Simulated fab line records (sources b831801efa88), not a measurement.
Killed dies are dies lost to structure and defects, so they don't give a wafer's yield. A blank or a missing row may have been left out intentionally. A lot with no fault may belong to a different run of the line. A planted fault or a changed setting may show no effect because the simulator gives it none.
2 desks looking at one fault    flow gf180mcu    every desk sees just its own numbers, and what lay behind them comes last

AT THE TOOL OWNER'S DESK: rieDiel-02
The tool's own readings at GF_V4_ETCH_17 (etches SiO2 in C4F8/O2/Ar, stops on TiN, target depth 630 nm): means of the sampled wafers that have a number, for each lot that ran on this tool. The brackets show how far a lot's mean lies from the usual mean; more than 4 standard deviations puts the lot out of limits, marked OUT.
Columns: A = biasW at GF_V4_ETCH_17, usual 1201 W; B = oesProductAu at GF_V4_ETCH_17, usual 0.856 a.u.
lot   first seen here  A                B
L348  day 24 19:00     1202             0.854
L351  day 25 23:00     1202             0.849
L352  day 26 10:00     1204             0.853
L355  day 27 11:00     1159 (-10) OUT   0.858
L356  day 27 21:00     1160 (-9.7) OUT  0.855
L364  day 30 03:00     1200             0.861
L365  day 30 08:00     1200             0.858
Finding of this desk: L355, L356 out of limits; the first was L355 at day 27 11:00, on biasW at GF_V4_ETCH_17. L348, L351, L352, L364, L365: within limits.

METROLOGY DESK
What the gauges read, lot by lot, whatever tool the lot ran on: means of the sampled wafers that have a number. The brackets show how far a lot's mean lies from the usual mean; more than 4 standard deviations puts the lot out of limits, marked OUT.
Columns: A = V2_W_THK at GF_V2_THK_MEAS_25, usual 358 nm; B = V5_W_THK at GF_V5_THK_MEAS_25, usual 357 nm
lot   first seen here  A    B
L348  day 20 17:46     361  358
L350  day 21 17:58     364  363
L351  day 22 00:53     357  358
L352  day 22 12:56     352  357
L353  day 22 21:35     359  355
L354  day 23 09:19     367  352
L355  day 23 15:40     360  358
L356  day 24 05:01     362  358
L364  day 26 16:20     364  349
L365  day 26 20:56     358  358
L366  day 27 02:16     352  355
L367  day 27 10:57     357  346
L369  day 28 00:04     359  363
Finding of this desk: none of the 13 lots has anything out of limits.

BROUGHT TOGETHER
On L355, L356, at day 27 11:00, an alarm was possible from the tool owner's desk.
Nothing out of limits was seen by the metrology desk.
The metrology desk has L355, L356 on record, within its limits.
Every lot named ran GF_V4_ETCH_17 on rieDiel-02.

WHAT WAS PUT IN BY THE SIMULATOR
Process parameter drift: rieDiel-02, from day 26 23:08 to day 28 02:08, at GF_V4_ETCH_17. The setting biasW was moved by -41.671, starting from 1200. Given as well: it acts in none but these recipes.
Shown lots that were struck: L355, L356.
Delay in hours, fault start to first out-of-limits reading, by desk: the tool owner's desk at 12.
